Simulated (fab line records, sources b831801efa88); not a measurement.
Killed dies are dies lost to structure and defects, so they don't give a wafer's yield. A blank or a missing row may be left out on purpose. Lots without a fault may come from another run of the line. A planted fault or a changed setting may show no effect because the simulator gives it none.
Which tool did it? | flow gf180mcu | 13 lots, 39 wafers sampled, at 4 steps of a route of 602

WHAT THE GAUGES READ, wafer by wafer
GF_M2_OVL_MEAS_15. Usual: M2_OVL 0 nm, standard deviation 5.2.
lot  | measured     | on         | M2_OVL (nm) | flag
L316 | day 19 01:30 | overlay-01 | -3 4 4      |
L318 | day 20 00:10 | overlay-02 | 15 11 5     |
L320 | day 20 17:04 | overlay-02 | 2 0 0       |
L323 | day 22 00:10 | overlay-02 | 10 9 12     |
L324 | day 22 08:18 | overlay-01 | 0 6 2       |
L325 | day 22 19:42 | overlay-02 | 0 4 2       |
L326 | day 23 01:34 | overlay-02 | -7 -4 -4    |
L330 | day 24 06:07 | overlay-01 | 8 5 8       |
L331 | day 24 18:21 | overlay-01 | 1 -1 -2     |
L333 | day 25 06:12 | overlay-01 | 6 4 1       |
L337 | day 26 15:10 | overlay-01 | -4 2 -2     |
L338 | day 26 20:45 | overlay-02 | -2 3 -1     |
L339 | day 27 04:48 | overlay-01 | -3 -6 -9    |

GF_V2_CD_MEAS_14: target cd 260 nm. Usual: cd_nm 260.0 nm, standard deviation 1.3.
lot  | measured     | on        | cd_nm (nm)        | flag
L316 | day 20 02:41 | cd_sem-01 | 260.0 260.0 259.2 |
L318 | day 21 01:59 | cd_sem-01 | 260.1 260.4 260.1 |
L320 | day 21 18:32 | cd_sem-01 | 258.6 259.3 259.7 |
L323 | day 23 00:17 | cd_sem-01 | 257.6 258.7 257.3 |
L324 | day 23 09:11 | cd_sem-02 | 258.2 259.0 258.3 |
L325 | day 23 20:20 | cd_sem-01 | 261.6 260.8 260.5 |
L326 | day 24 01:37 | cd_sem-02 | 260.6 261.0 260.5 |
L330 | day 25 04:40 | cd_sem-02 | 262.1 262.9 263.1 |
L331 | day 25 17:14 | cd_sem-02 | 248.6 248.3 248.9 | OFF
L333 | day 26 04:53 | cd_sem-02 | 249.9 250.8 250.5 | OFF
L337 | day 27 11:29 | cd_sem-02 | 260.4 260.8 261.0 |
L338 | day 27 17:44 | cd_sem-01 | 261.3 260.3 260.7 |
L339 | day 28 01:20 | cd_sem-02 | 262.6 260.4 262.5 |

WHICH TOOL RAN EACH LOT (tool, then ch and the chambers of the sampled wafers, then the start)
lot  | GF_V2_CVD_02                    | GF_V2_SOFTBAKE_10
L316 | pecvd-04 ch 0,1, day 19 02:28   | litho_track-03 ch 0, day 19 14:00
L318 | pecvd-02 ch 1,2, day 20 00:58   | litho_track-03 ch 0, day 20 13:00
L320 | pecvd-01 ch 0,1,2, day 20 17:54 | litho_track-02 ch 0, day 21 06:00
L323 | pecvd-04 ch 0,2, day 22 00:58   | litho_track-03 ch 0, day 22 12:00
L324 | pecvd-04 ch 1,2, day 22 09:08   | litho_track-04 ch 0, day 22 21:00
L325 | pecvd-01 ch 0,1, day 22 20:31   | litho_track-03 ch 0, day 23 08:00
L326 | pecvd-01 ch 0,1, day 23 02:24   | litho_track-03 ch 0, day 23 14:00
L330 | pecvd-02 ch 1,2, day 24 06:56   | litho_track-04 ch 0, day 24 18:00
L331 | pecvd-01 ch 0,1, day 24 19:17   | litho_track-04 ch 0, day 25 06:00
L333 | pecvd-04 ch 0,1,2, day 25 07:01 | litho_track-04 ch 0, day 25 18:00
L337 | pecvd-04 ch 0,1,2, day 26 15:59 | litho_track-02 ch 0, day 27 01:00
L338 | pecvd-04 ch 0,1,2, day 26 21:34 | litho_track-02 ch 0, day 27 07:00
L339 | pecvd-01 ch 0,1, day 27 05:39   | litho_track-02 ch 0, day 27 15:00
- GF_V2_CVD_02: deposits SiO2 from TEOS, target thk 850 nm, time 94.851 s.
- GF_V2_SOFTBAKE_10: time 60 s.

WHAT THE TOOLS THEMSELVES READ (means of the sampled wafers that have a number; where no wafer has one, the mark that the record gives instead)
GF_V2_CVD_02. Usual: heater_power_w 640 W, standard deviation 92.
lot  | tool     | heater_power_w (W) | flag
L316 | pecvd-04 | 705                |
L318 | pecvd-02 | 747                |
L320 | pecvd-01 | 677                |
L323 | pecvd-04 | 613                |
L324 | pecvd-04 | 557                |
L325 | pecvd-01 | 648                |
L326 | pecvd-01 | 655                |
L330 | pecvd-02 | 674                |
L331 | pecvd-01 | 602                |
L333 | pecvd-04 | 630                |
L337 | pecvd-04 | 658                |
L338 | pecvd-04 | 623                |
L339 | pecvd-01 | 607                |

GF_V2_SOFTBAKE_10. Usual: heater_power_total_W 93.05 W, standard deviation 0.059; run_length_s 89.24 s, standard deviation 0.22.
lot  | tool           | heater_power_total_W (W) | run_length_s (s) | flag
L316 | litho_track-03 | 93.02                    | 89.12            |
L318 | litho_track-03 | 93.00                    | 89.09            |
L320 | litho_track-02 | 93.00                    | 89.45            |
L323 | litho_track-03 | 92.96                    | 89.22            |
L324 | litho_track-04 | 93.03                    | 88.90            |
L325 | litho_track-03 | 93.06                    | 89.14            |
L326 | litho_track-03 | 93.07                    | 89.20            |
L330 | litho_track-04 | 93.04                    | 89.10            |
L331 | litho_track-04 | 116.01                   | 59.03            | OFF
L333 | litho_track-04 | 116.00                   | 58.94            | OFF
L337 | litho_track-02 | 93.05                    | 89.44            |
L338 | litho_track-02 | 93.02                    | 89.42            |
L339 | litho_track-02 | 93.07                    | 89.36            |

THE ANSWER, worked out from the rows above alone
Rule: a lot is off if the mean of its wafers that have a number lies more than 3 standard deviations from the usual mean. A lot without any number at a reading at which 4 lots or more have one is off too. The other lots that the step has rows for count as sound. The gauges are gone through in route order, then the tools' own readings, and for those a lot's mean is taken as printed above. The first step at which some lot is off is used, and at that step the reading that is off furthest; a lot without a number counts as furthest.
Off: L331, L333, at GF_V2_CD_MEAS_14 (cd_nm).
A tool fits if, at a process step before that reading, it ran every lot that is off, and no sound lot after the first of them. The gauges at GF_V2_CD_MEAS_14 aren't tried: what is off there is off at GF_V2_SOFTBAKE_10 too, on other tools, and a gauge's error can't cause that. One fits: litho_track-04 at GF_V2_SOFTBAKE_10. Its last sound lot is L330 (day 24 18:00), its first lot that is off L331 (day 25 06:00): a fault that began between those two fits.
The tool's own readings at GF_V2_SOFTBAKE_10 bear it out: on the lots that are off they differ by more than 5 times the standard deviation of the sound lots' means. heater_power_total_W reads 116.00 W there against 93.03 W on the sound lots; run_length_s reads 58.98 s there against 89.22 s on the sound lots.

WHAT THE SIMULATOR HAD PUT IN
Process parameter drift: litho_track-04, from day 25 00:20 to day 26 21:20, at GF_V2_SOFTBAKE_10. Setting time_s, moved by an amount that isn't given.
Lots struck among those shown: L331, L333. The rule above found the same.
